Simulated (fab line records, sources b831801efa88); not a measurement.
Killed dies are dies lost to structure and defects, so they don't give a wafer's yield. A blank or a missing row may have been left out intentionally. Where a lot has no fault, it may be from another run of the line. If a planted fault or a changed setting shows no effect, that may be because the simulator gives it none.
fab line records	flow sky130
record: lots: 24	wafers: 72	last-day: 50
route steps=708 shown CAPM@550 VIA3@596 VIA4@660 METAL5@667 PASSIVATION@681
lots that met no fault: taken from a fault-free run of the same line
start-h: hours from the record's first day to the start of the lot's first wafer shown	wait-h: hours from the lot's prior step to this one	" as in the row above	L1.1+2: one row covering several wafers at once	- either no value or no given start	* or withheld: withheld	< > ~ a bound
route shown NAME@n: a module of which the file shows steps, and the number in the route of the first	usual: the fault-free wafers' mean and standard deviation	same: alike in all rows	chamber/n: place in a boat	sites: each site's reading	_std_site: standard deviation of those values	_edge_site: the outer-site mean with the inner-site mean subtracted	radius-mm: for every site, how far away it sits from the centre of the wafer	mask NAME#n: copy n	behind: the last tool/chamber to shape the wafer	hold: why the lot was held/for how many hours/how that ended	device: which transistor (n, p or np) failed to switch	end of line: tests of these same wafers at the route's end	for a step that has no rows: nothing shown but its recipe	killed: count of dies lost to structure and defects at first sort (not the wafer's yield)	map: dies across one wafer; x = killed, . = not, _ = none there
set.NAME: the setting the step ran with; set.NAME@STEP: the setting that earlier step ran with	model.NAME: the simulator's own value behind a step, which no gauge read
one table for each step of the route and one row for each wafer, over a sample of lots
services: a tool's chamber out of use, with start hour (start-h, from the record's first day; less than 0 if before it), hours out, and reason
== steps ==
step: SKY_CAPM_METAL_ETCH_13
recipe: target-depth-nm: 220	stop-on: SiO2	chemistry: Cl2/BCl3	target: TiN	pressure-mtorr: 10	icp-w: 900	bias-w: 48.5	Cl2_flow_sccm: 60	bcl3-flow-sccm: 30	time-s: 62.9
usual: drypump-motor-current-A: 5.7/0.58	oes-product-au: 0.941/0.0093	throttle-valve-pct: 21.902/0.011
lot.wafer	tool	chamber	start-h	wait-h	drypump-motor-current-A	oes-product-au	rf-hours-counter-h	throttle-valve-pct
L074.3	rie-metal-02	0	869.41	0.0	5.7	0.944	-	21.904
L074.4	"	1	"	"	4.9	0.950	-	21.887
L074.5	"	0	"	"	5.7	0.953	-	21.887
L075.3	rie-metal-02	0	883.59	0.0	5.8	0.939	-	21.910
L075.4	"	1	"	"	4.9	0.931	-	21.907
L075.6	"	0	"	"	5.7	0.926	-	21.911
L076.1	rie-metal-01	0	900.79	0.0	6.2	0.940	14	21.896
L076.2	"	1	"	"	6.5	0.951	16	21.908
L076.3	"	0	"	"	6.2	0.933	-	21.896
L077.2	rie-metal-04	1	909.57	0.0	5.8	0.939	6	21.911
L077.4	"	0	"	"	5.9	0.932	-	21.912
L077.5	"	1	"	"	5.8	0.943	-	21.914
L079.4	rie-metal-02	1	914.14	0.0	4.9	0.948	-	21.882
L079.5	"	0	"	"	5.8	0.939	-	21.900
L079.6	"	1	"	"	4.9	0.940	-	21.895
L078.2	rie-metal-01	0	920.70	0.0	6.2	0.925	15	21.906
L078.3	"	1	"	"	6.6	0.938	-	21.913
L078.4	"	0	"	"	6.2	0.939	-	21.901
L080.2	rie-metal-02	0	925.04	0.0	5.8	0.943	15	21.885
L080.5	"	1	"	"	4.9	0.950	-	21.901
L080.6	"	0	"	"	5.8	0.947	-	21.901
L081.2	rie-metal-01	1	937.67	0.0	6.5	0.938	17	21.900
L081.4	"	0	"	"	6.2	0.947	-	21.898
L081.6	"	0	"	"	6.2	0.941	-	21.898
L082.3	rie-metal-04	0	938.41	0.0	6.0	0.928	-	21.901
L082.5	"	1	"	"	5.8	0.915	-	21.909
L082.6	"	0	"	"	5.9	0.929	-	21.930
L083.3	rie-metal-02	1	939.87	0.1	4.9	0.935	-	21.915
L083.5	"	1	"	"	4.9	0.939	-	21.884
L083.6	"	1	"	"	4.9	0.933	-	21.909
L084.1	rie-metal-02	1	950.77	0.0	4.9	0.934	5	21.898
L084.4	"	1	"	"	4.9	0.939	-	21.907
L084.6	"	1	"	"	4.9	0.940	-	21.908
L085.2	rie-metal-01	1	960.35	0.0	6.5	0.938	18	21.895
L085.3	"	1	"	"	6.6	0.945	-	21.909
L085.6	"	1	"	"	6.6	0.942	-	21.887
L086.3	rie-metal-02	1	966.18	0.0	4.9	0.940	-	21.901
L086.5	"	1	"	"	4.9	0.942	-	21.900
L086.6	"	0	"	"	5.8	0.958	-	21.897
L087.2	rie-metal-01	0	974.53	0.0	6.2	0.931	-	21.912
L087.3	"	0	"	"	6.2	0.939	-	21.910
L087.6	"	0	"	"	6.2	0.931	-	21.911
L089.3	rie-metal-01	0	981.77	0.1	6.2	0.949	-	21.886
L089.5	"	0	"	"	6.2	0.953	-	21.915
L089.6	"	0	"	"	6.2	0.962	-	21.898
L088.1	rie-metal-04	1	984.67	0.0	5.8	0.940	11	21.925
L088.2	"	0	"	"	5.9	0.930	8	21.895
L088.6	"	0	"	"	6.0	0.931	-	21.907
L090.1	rie-metal-02	0	994.15	0.0	5.8	0.938	17	21.895
L090.3	"	1	"	"	4.9	0.942	-	21.893
L090.5	"	0	"	"	5.8	0.939	-	21.890
L091.1	rie-metal-04	0	999.92	0.0	6.0	0.956	9	21.888
L091.2	"	1	"	"	5.8	0.956	11	21.896
L091.6	"	0	"	"	6.0	0.965	-	21.904
L092.1	rie-metal-02	1	1002.72	0.0	4.9	0.940	8	21.892
L092.4	"	1	"	"	4.9	0.930	-	21.904
L092.6	"	1	"	"	4.9	0.940	-	21.928
L093.2	rie-metal-01	1	1010.50	0.0	6.5	0.934	2	21.921
L093.4	"	1	"	"	6.6	0.928	-	21.913
L093.6	"	0	"	"	6.2	0.935	-	21.903
L094.2	rie-metal-02	1	1020.05	0.0	4.9	0.935	9	21.917
L094.5	"	1	"	"	4.9	0.935	-	21.917
L094.6	"	0	"	"	5.8	0.938	-	21.906
L095.2	rie-metal-04	0	1021.22	0.0	5.9	0.941	10	21.900
L095.5	"	1	"	"	5.8	0.940	-	21.910
L095.6	"	0	"	"	5.9	0.944	-	21.894
L096.1	rie-metal-02	1	1026.25	0.0	4.9	0.957	9	21.923
L096.2	"	0	"	"	5.7	0.958	18	21.909
L096.6	"	1	"	"	4.9	0.943	-	21.914
L097.1	rie-metal-01	0	1035.85	0.0	6.2	0.954	21	21.894
L097.5	"	1	"	"	6.5	0.952	-	21.876
L097.6	"	0	"	"	6.2	0.953	-	21.895
step: SKY_CAPM_STRIP_14
recipe: chemistry: O2/N2	power-w: 1400	pressure-mtorr: 1500	platen-temp-c: withheld	o2-flow-sccm: 3000	n2-flow-sccm: 300	overash-fraction: 0.5
usual: drypump-motor-current-A: 5.5/0.31	oes-product-au: 0.711/0.0049	strip-time-to-endpoint-s: 12.69/0.054
lot.wafer	tool	chamber	start-h	wait-h	drypump-motor-current-A	oes-product-au	rf-hours-counter-h	strip-time-to-endpoint-s
L074.3	plasma-asher-03	0	869.50	0.1	5.6	0.713	-	12.63
L074.4	"	1	"	"	5.7	0.712	-	12.67
L074.5	"	1	"	"	5.7	0.710	-	12.59
L075.3	plasma-asher-03	1	883.68	0.1	5.7	0.700	-	12.71
L075.4	"	0	"	"	5.6	0.711	-	12.77
L075.6	"	1	"	"	5.7	0.707	-	12.77
L076.1	plasma-asher-03	0	900.86	0.1	5.6	0.719	77	12.70
L076.2	"	1	"	"	5.7	0.714	77	12.71
L076.3	"	0	"	"	5.6	0.705	-	12.68
L077.2	plasma-asher-01	1	909.64	0.1	4.9	0.718	108	12.68
L077.4	"	1	"	"	4.9	0.718	-	12.70
L077.5	"	0	"	"	5.4	0.720	-	12.67
L079.4	plasma-asher-02	1	914.23	0.1	5.3	0.707	-	12.63
L079.5	"	0	"	"	6.0	0.713	-	12.59
L079.6	"	1	"	"	5.3	0.714	-	12.59
L078.2	plasma-asher-03	1	920.78	0.1	5.7	0.714	80	12.70
L078.3	"	0	"	"	5.6	0.705	-	12.68
L078.4	"	1	"	"	5.7	0.715	-	12.67
L080.2	plasma-asher-03	1	925.11	0.1	5.7	0.711	80	12.66
L080.5	"	1	"	"	5.7	0.706	-	12.70
L080.6	"	0	"	"	5.6	0.709	-	12.65
L081.2	plasma-asher-03	0	937.74	0.1	5.6	0.704	81	12.76
L081.4	"	1	"	"	5.7	0.709	-	12.75
L081.6	"	1	"	"	5.7	0.704	-	12.77
L082.3	plasma-asher-03	1	938.50	0.1	5.7	0.712	-	12.82
L082.5	"	0	"	"	5.6	0.709	-	12.78
L082.6	"	1	"	"	5.7	0.713	-	12.75
L083.3	plasma-asher-03	1	940.01	0.1	5.7	0.707	-	12.68
L083.5	"	0	"	"	5.6	0.703	-	12.70
L083.6	"	1	"	"	5.7	0.705	-	12.66
L084.1	plasma-asher-02	0	950.92	0.1	6.0	0.705	52	12.63
L084.4	"	1	"	"	5.3	0.712	-	12.65
L084.6	"	0	"	"	6.0	0.709	-	12.62
L085.2	plasma-asher-01	0	960.43	0.1	5.4	0.711	113	12.64
L085.3	"	0	"	"	5.4	0.717	-	12.64
L085.6	"	1	"	"	4.9	0.706	-	12.67
L086.3	plasma-asher-01	0	966.26	0.1	5.5	0.705	-	12.58
L086.5	"	0	"	"	5.4	0.707	-	12.63
L086.6	"	1	"	"	4.9	0.715	-	12.62
L087.2	plasma-asher-03	1	974.66	0.1	5.7	0.711	85	12.64
L087.3	"	0	"	"	5.6	0.712	-	12.67
L087.6	"	1	"	"	5.7	0.715	-	12.67
L089.3	plasma-asher-02	1	981.91	0.1	5.3	0.707	-	12.69
L089.5	"	1	"	"	5.3	0.713	-	12.66
L089.6	"	0	"	"	6.0	0.714	-	12.70
L088.1	plasma-asher-01	0	984.74	0.1	5.4	0.713	115	12.72
L088.2	"	1	"	"	4.8	0.717	115	12.63
L088.6	"	0	"	"	5.4	0.716	-	12.67
L090.1	plasma-asher-03	1	994.23	0.1	5.7	0.711	87	12.66
L090.3	"	0	"	"	5.6	0.707	-	12.62
L090.5	"	0	"	"	5.6	0.714	-	12.68
L091.1	plasma-asher-01	0	999.99	0.1	5.5	0.708	117	12.68
L091.2	"	1	"	"	4.9	0.708	117	12.64
L091.6	"	1	"	"	4.9	0.701	-	12.71
L092.1	plasma-asher-01	1	1002.87	0.1	4.9	0.706	117	12.68
L092.4	"	0	"	"	5.4	0.710	-	12.71
L092.6	"	1	"	"	4.9	0.712	-	12.66
L093.2	plasma-asher-02	1	1010.60	0.1	5.3	0.714	58	12.75
L093.4	"	1	"	"	5.3	0.710	-	12.74
L093.6	"	0	"	"	6.0	0.721	-	12.76
L094.2	plasma-asher-03	0	1020.13	0.1	5.6	0.717	89	12.73
L094.5	"	1	"	"	5.7	0.710	-	12.72
L094.6	"	0	"	"	5.6	0.715	-	12.72
L095.2	plasma-asher-02	0	1021.29	0.1	6.0	0.703	59	12.69
L095.5	"	0	"	"	6.0	0.704	-	12.70
L095.6	"	1	"	"	5.3	0.710	-	12.70
L096.1	plasma-asher-03	0	1026.35	0.1	5.6	0.720	90	12.72
L096.2	"	1	"	"	5.7	0.707	90	12.76
L096.6	"	1	"	"	5.7	0.712	-	12.78
L097.1	plasma-asher-02	0	1035.93	0.1	6.0	0.705	60	12.66
L097.5	"	1	"	"	5.4	0.718	-	12.63
L097.6	"	0	"	"	6.0	0.707	-	12.67
step: SKY_VIA3_THK_MEAS_23
recipe: thk-meas-gauge: xrf	reads: W_of_VIA3_CVD_21
usual: VIA3_W_THK: 397/10
lot.wafer	tool	chamber	start-h	wait-h	VIA3_W_THK[nm]
L074.3	film-metro-01	-	922.38	0.1	385
L074.4	"	-	"	"	394
L074.5	"	-	"	"	381
L075.3	film-metro-04	-	936.52	0.1	404
L075.4	"	-	"	"	394
L075.6	"	-	"	"	393
L076.1	film-metro-01	-	954.66	0.1	388
L076.2	"	-	"	"	391
L076.3	"	-	"	"	392
L077.2	film-metro-04	-	961.87	0.1	410
L077.4	"	-	"	"	405
L077.5	"	-	"	"	404
L079.4	film-metro-01	-	966.88	0.1	396
L079.5	"	-	"	"	398
L079.6	"	-	"	"	397
L078.2	film-metro-04	-	973.02	0.1	406
L078.3	"	-	"	"	400
L078.4	"	-	"	"	399
L080.2	film-metro-04	-	977.61	0.1	390
L080.5	"	-	"	"	392
L080.6	"	-	"	"	401
L081.2	film-metro-04	-	989.31	0.1	404
L081.4	"	-	"	"	412
L081.6	"	-	"	"	402
L082.3	film-metro-01	-	990.22	0.1	391
L082.5	"	-	"	"	390
L082.6	"	-	"	"	390
L083.3	film-metro-01	-	991.79	0.1	385
L083.5	"	-	"	"	386
L083.6	"	-	"	"	384
L084.1	film-metro-04	-	1001.77	0.1	395
L084.4	"	-	"	"	396
L084.6	"	-	"	"	395
L085.2	film-metro-03	-	1010.73	0.1	393
L085.3	"	-	"	"	393
L085.6	"	-	"	"	386
L086.3	film-metro-04	-	1016.58	0.1	394
L086.5	"	-	"	"	395
L086.6	"	-	"	"	396
L087.2	film-metro-03	-	1024.22	0.1	389
L087.3	"	-	"	"	393
L087.6	"	-	"	"	387
L089.3	film-metro-04	-	1030.67	0.1	402
L089.5	"	-	"	"	411
L089.6	"	-	"	"	397
L088.1	film-metro-01	-	1033.92	0.1	382
L088.2	"	-	"	"	394
L088.6	"	-	"	"	396
L090.1	film-metro-01	-	1042.66	0.1	384
L090.3	"	-	"	"	387
L090.5	"	-	"	"	389
L091.1	film-metro-03	-	1048.41	0.1	395
L091.2	"	-	"	"	420
L091.6	"	-	"	"	419
L092.1	film-metro-04	-	1051.60	0.1	405
L092.4	"	-	"	"	396
L092.6	"	-	"	"	405
L093.2	film-metro-01	-	1059.23	0.1	390
L093.4	"	-	"	"	390
L093.6	"	-	"	"	389
L094.2	film-metro-04	-	1068.21	0.1	408
L094.5	"	-	"	"	426
L094.6	"	-	"	"	411
L095.2	film-metro-03	-	1068.47	0.1	394
L095.5	"	-	"	"	408
L095.6	"	-	"	"	391
L096.1	film-metro-03	-	1072.07	0.1	403
L096.2	"	-	"	"	392
L096.6	"	-	"	"	394
L097.1	film-metro-04	-	1081.31	0.1	433
L097.5	"	-	"	"	406
L097.6	"	-	"	"	421
step: SKY_VIA4_CMP_21
recipe: stop-on: SiO2	t-overpolish-s: 25	down-force-psi: 3.5	platen-rpm: 60	target-thk-nm: 0	pad-velocity-m-s: 0.94248
usual: motor-current-A: 10.8/0.89	overpolish-run-s: 24.999/0.0092	platen-rpm: 60.00/0.047	time-to-endpoint-s: 121/3.6
lot.wafer	tool	chamber	start-h	wait-h	motor-current-A	overpolish-run-s	platen-rpm	time-to-endpoint-s
L074.4	cmp-02	3	997.80	0.4	10.6	24.988	60.04	119
L074.3	"	1	"	"	10.5	25.001	59.94	123
L074.5	"	3	"	"	11.9	25.019	60.01	117
L075.4	cmp-01	1	1011.91	0.1	9.1	24.989	59.93	122
L075.3	"	2	"	"	11.7	25.000	60.02	120
L075.6	"	0	"	"	9.0	25.010	59.99	116
L076.1	cmp-01	1	1028.10	0.1	9.1	25.007	59.99	123
L076.3	"	2	"	"	11.7	25.007	60.04	121
L076.2	"	3	"	"	11.0	24.998	60.02	120
L077.2	cmp-01	3	1036.45	0.1	12.3	24.999	60.00	126
L077.4	"	1	"	"	9.0	25.007	60.04	125
L077.5	"	3	"	"	11.7	24.999	59.94	121
L079.4	cmp-02	0	1040.37	0.1	11.0	25.004	60.03	122
L079.5	"	2	"	"	11.0	25.006	59.96	119
L079.6	"	3	"	"	11.3	24.996	60.00	124
L078.3	cmp-02	0	1046.21	0.1	11.0	25.004	60.05	126
L078.2	"	1	"	"	10.2	24.991	60.10	117
L078.4	"	2	"	"	11.3	24.984	60.05	120
L080.2	cmp-02	0	1050.10	0.1	11.1	24.996	60.06	119
L080.5	"	3	"	"	11.0	25.000	59.89	123
L080.6	"	0	"	"	11.0	25.003	60.04	124
L081.2	cmp-02	3	1061.56	0.1	10.9	24.995	59.95	120
L081.4	"	0	"	"	11.2	25.004	59.96	123
L081.6	"	3	"	"	11.2	24.987	60.07	124
L082.3	cmp-01	2	1061.81	0.0	12.3	24.994	59.94	129
L082.5	"	2	"	"	11.9	25.002	59.99	130
L082.6	"	3	"	"	11.5	25.020	60.01	119
L083.3	cmp-01	3	1063.90	0.1	11.2	24.982	59.99	122
L083.5	"	1	"	"	9.2	24.980	59.92	122
L083.6	"	2	"	"	11.5	25.008	60.02	124
L084.4	cmp-01	0	1071.74	0.1	8.8	25.014	59.97	125
L084.1	"	2	"	"	11.8	24.991	60.03	127
L084.6	"	3	"	"	11.9	24.991	59.98	121
L085.2	cmp-02	2	1080.17	0.1	10.8	25.015	60.03	127
L085.3	"	3	"	"	11.2	25.001	59.98	127
L085.6	"	1	"	"	10.8	24.991	60.01	122
L086.3	cmp-01	3	1086.16	0.7	11.3	25.000	59.95	126
L086.5	"	2	"	"	11.4	24.995	60.05	124
L086.6	"	3	"	"	11.3	25.002	59.97	128
L087.2	cmp-02	2	1092.30	0.0	11.0	25.003	59.91	120
L087.3	"	1	"	"	10.5	24.995	60.03	117
L087.6	"	2	"	"	11.6	24.994	59.95	119
L089.3	cmp-02	0	1098.23	0.1	11.2	24.984	59.99	126
L089.5	"	3	"	"	10.6	24.990	59.99	124
L089.6	"	0	"	"	11.0	24.998	59.92	128
L088.1	cmp-01	1	1103.30	0.1	8.7	25.007	60.09	125
L088.2	"	3	"	"	11.2	24.997	60.05	129
L088.6	"	1	"	"	9.2	25.001	60.01	129
L090.3	cmp-02	0	1109.70	0.1	11.1	24.994	59.89	119
L090.1	"	1	"	"	10.9	25.000	59.99	122
L090.5	"	0	"	"	10.7	25.009	60.01	122
L091.1	cmp-02	2	1115.60	0.1	11.3	25.013	60.03	128
L091.2	"	3	"	"	11.3	25.004	59.98	121
L091.6	"	2	"	"	11.0	25.004	60.04	125
L092.4	cmp-02	3	1117.66	0.0	11.5	24.995	60.00	120
L092.1	"	0	"	"	10.9	25.009	60.05	123
L092.6	"	3	"	"	10.8	24.994	59.96	123
L093.2	cmp-02	2	1125.13	0.1	11.5	25.011	60.00	116
L093.4	"	0	"	"	11.1	24.998	59.94	117
L093.6	"	1	"	"	11.1	25.011	60.03	115
L094.2	cmp-02	1	1133.42	0.0	10.9	25.006	60.06	120
L094.5	"	1	"	"	11.2	24.998	60.03	119
L094.6	"	2	"	"	11.2	24.992	59.95	120
L095.2	cmp-02	2	1134.12	0.1	11.2	24.989	59.97	115
L095.5	"	0	"	"	11.5	25.002	60.08	121
L095.6	"	1	"	"	11.1	25.007	60.03	118
L096.2	cmp-02	1	1137.04	0.4	10.8	24.987	60.00	116
L096.1	"	2	"	"	11.3	24.993	59.98	119
L096.6	"	1	"	"	11.3	24.989	59.98	116
L097.1	cmp-02	1	1144.49	0.1	10.3	24.995	60.02	118
L097.5	"	1	"	"	10.6	25.013	60.04	121
L097.6	"	2	"	"	11.2	24.995	60.03	120
step: SKY_METAL5_THK_MEAS_06
recipe: thk-meas-gauge: xrf	reads: AlCu_of_METAL5_SPUTTER_02
usual: METAL5_ALCU_THK: 1170/11
lot.wafer	tool	chamber	start-h	wait-h	METAL5_ALCU_THK[nm]
L074.3	film-metro-04	-	998.36	0.1	1162
L074.4	"	-	"	"	1166
L074.5	"	-	"	"	1155
L075.3	film-metro-01	-	1012.46	0.1	1171
L075.4	"	-	"	"	1168
L075.6	"	-	"	"	1180
L076.1	film-metro-01	-	1028.68	0.1	1165
L076.2	"	-	"	"	1171
L076.3	"	-	"	"	1167
L077.2	film-metro-02	-	1036.99	0.1	1173
L077.4	"	-	"	"	1175
L077.5	"	-	"	"	1170
L079.4	film-metro-02	-	1040.89	0.1	1179
L079.5	"	-	"	"	1166
L079.6	"	-	"	"	1160
L078.2	film-metro-02	-	1046.76	0.1	1185
L078.3	"	-	"	"	1202
L078.4	"	-	"	"	1184
L080.2	film-metro-04	-	1050.64	0.1	1148
L080.5	"	-	"	"	1165
L080.6	"	-	"	"	1146
L081.2	film-metro-04	-	1062.11	0.1	1147
L081.4	"	-	"	"	1165
L081.6	"	-	"	"	1157
L082.3	film-metro-01	-	1062.42	0.1	1169
L082.5	"	-	"	"	1158
L082.6	"	-	"	"	1150
L083.3	film-metro-04	-	1064.41	0.1	1150
L083.5	"	-	"	"	1154
L083.6	"	-	"	"	1158
L084.1	film-metro-02	-	1072.28	0.1	1179
L084.4	"	-	"	"	1175
L084.6	"	-	"	"	1168
L085.2	film-metro-02	-	1080.72	0.1	1166
L085.3	"	-	"	"	1164
L085.6	"	-	"	"	1166
L086.3	film-metro-01	-	1086.72	0.1	1189
L086.5	"	-	"	"	1184
L086.6	"	-	"	"	1170
L087.2	film-metro-02	-	1092.90	0.1	1170
L087.3	"	-	"	"	1175
L087.6	"	-	"	"	1170
L089.3	film-metro-01	-	1098.79	0.1	1180
L089.5	"	-	"	"	1187
L089.6	"	-	"	"	1185
L088.1	film-metro-04	-	1103.83	0.1	1155
L088.2	"	-	"	"	1163
L088.6	"	-	"	"	1165
L090.1	film-metro-01	-	1110.28	0.1	1170
L090.3	"	-	"	"	1174
L090.5	"	-	"	"	1170
L091.1	film-metro-02	-	1116.18	0.1	1196
L091.2	"	-	"	"	1177
L091.6	"	-	"	"	1174
L092.1	film-metro-01	-	1118.25	0.1	1173
L092.4	"	-	"	"	1170
L092.6	"	-	"	"	1163
L093.2	film-metro-02	-	1125.67	0.1	1177
L093.4	"	-	"	"	1170
L093.6	"	-	"	"	1168
L094.2	film-metro-02	-	1134.02	0.1	1191
L094.5	"	-	"	"	1181
L094.6	"	-	"	"	1174
L095.2	film-metro-02	-	1134.61	0.1	1190
L095.5	"	-	"	"	1171
L095.6	"	-	"	"	1172
L096.1	film-metro-04	-	1137.58	0.1	1162
L096.2	"	-	"	"	1162
L096.6	"	-	"	"	1165
L097.1	film-metro-04	-	1145.08	0.1	1166
L097.5	"	-	"	"	1153
L097.6	"	-	"	"	1161
step: SKY_PASSIVATION_CVD_00
recipe: material: SiO2	target-thk-nm: 90	temp-c: 400	time-s: withheld	rf-w: 600
usual: heater-power-w: 634/100
lot.wafer	tool	chamber	start-h	wait-h	heater-power-w
L074.3	pecvd-03	1	1022.62	0.0	743
L074.4	"	0	"	"	507
L074.5	"	1	"	"	734
L075.3	pecvd-02	1	1036.17	0.0	759
L075.4	"	1	"	"	772
L075.6	"	2	"	"	618
L076.1	pecvd-02	1	1052.56	0.0	807
L076.2	"	2	"	"	615
L076.3	"	2	"	"	625
L077.2	pecvd-02	2	1059.23	0.0	650
L077.4	"	1	"	"	775
L077.5	"	0	"	"	663
L079.4	pecvd-02	0	1063.86	0.0	767
L079.5	"	1	"	"	799
L079.6	"	2	"	"	565
L078.2	pecvd-03	1	1069.43	0.0	720
L078.3	"	2	"	"	676
L078.4	"	2	"	"	699
L080.2	pecvd-03	2	1071.81	0.0	697
L080.5	"	2	"	"	704
L080.6	"	0	"	"	409
L081.2	pecvd-02	1	1083.41	0.0	724
L081.4	"	2	"	"	672
L081.6	"	0	"	"	720
L082.3	pecvd-03	0	1084.45	0.0	458
L082.5	"	1	"	"	739
L082.6	"	2	"	"	698
L083.3	pecvd-04	0	1086.11	0.0	596
L083.5	"	0	"	"	584
L083.6	"	1	"	"	567
L084.1	pecvd-02	1	1093.70	0.0	759
L084.4	"	2	"	"	593
L084.6	"	0	"	"	743
L085.2	pecvd-04	1	1102.77	0.0	510
L085.3	"	0	"	"	614
L085.6	"	1	"	"	516
L086.3	pecvd-04	2	1108.07	0.0	647
L086.5	"	1	"	"	521
L086.6	"	2	"	"	514
L087.2	pecvd-02	2	1113.63	0.0	651
L087.3	"	2	"	"	702
L087.6	"	2	"	"	690
L089.3	pecvd-04	2	1119.37	0.0	627
L089.5	"	0	"	"	575
L089.6	"	1	"	"	525
L088.1	pecvd-02	0	1124.01	0.0	675
L088.2	"	2	"	"	589
L088.6	"	1	"	"	761
L090.1	pecvd-03	0	1130.71	0.0	484
L090.3	"	2	"	"	568
L090.5	"	2	"	"	594
L091.1	pecvd-02	2	1136.24	0.0	664
L091.2	"	1	"	"	682
L091.6	"	2	"	"	652
L092.1	pecvd-03	1	1138.12	0.0	696
L092.4	"	0	"	"	427
L092.6	"	0	"	"	433
L093.2	pecvd-04	1	1145.36	0.0	591
L093.4	"	0	"	"	563
L093.6	"	2	"	"	617
L094.2	pecvd-04	2	1153.00	0.0	528
L094.5	"	2	"	"	568
L094.6	"	0	"	"	587
L095.2	pecvd-03	0	1153.73	0.0	441
L095.5	"	2	"	"	613
L095.6	"	0	"	"	452
L096.1	pecvd-02	0	1156.22	0.0	635
L096.2	"	2	"	"	691
L096.6	"	2	"	"	541
L097.1	pecvd-03	0	1163.61	0.0	499
L097.5	"	0	"	"	506
L097.6	"	2	"	"	653
== services ==
tool	chamber	start-h	hours	kind
pecvd-02	0	854.24	3.8	repair
cmp-01	-	878.97	6.1	pm
rie-metal-01	-	887.68	2.8	pm
cmp-01	-	889.05	4.6	repair
cmp-01	-	914.89	4.0	pm
cmp-01	-	923.87	5.3	pm
rie-metal-02	0	932.27	21.6	repair
pecvd-02	-	965.65	0.9	repair
cmp-02	-	996.36	1.1	repair
rie-metal-02	0	999.49	4.3	repair
cmp-02	-	1013.51	3.9	pm
plasma-asher-03	-	1013.91	0.9	repair
cmp-01	-	1027.10	0.5	repair
plasma-asher-03	-	1032.98	4.3	pm
pecvd-02	0	1041.21	12.5	repair
cmp-01	-	1055.60	0.8	repair
plasma-asher-03	-	1065.66	0.7	repair
pecvd-02	-	1080.04	2.8	pm
cmp-02	-	1084.00	4.0	pm
pecvd-02	0	1096.58	19.0	repair
cmp-01	-	1112.35	2.2	repair
pecvd-03	-	1115.09	14.6	pm
cmp-02	-	1147.66	1.7	repair
cmp-02	-	1163.55	0.2	repair
== key ==
fault none
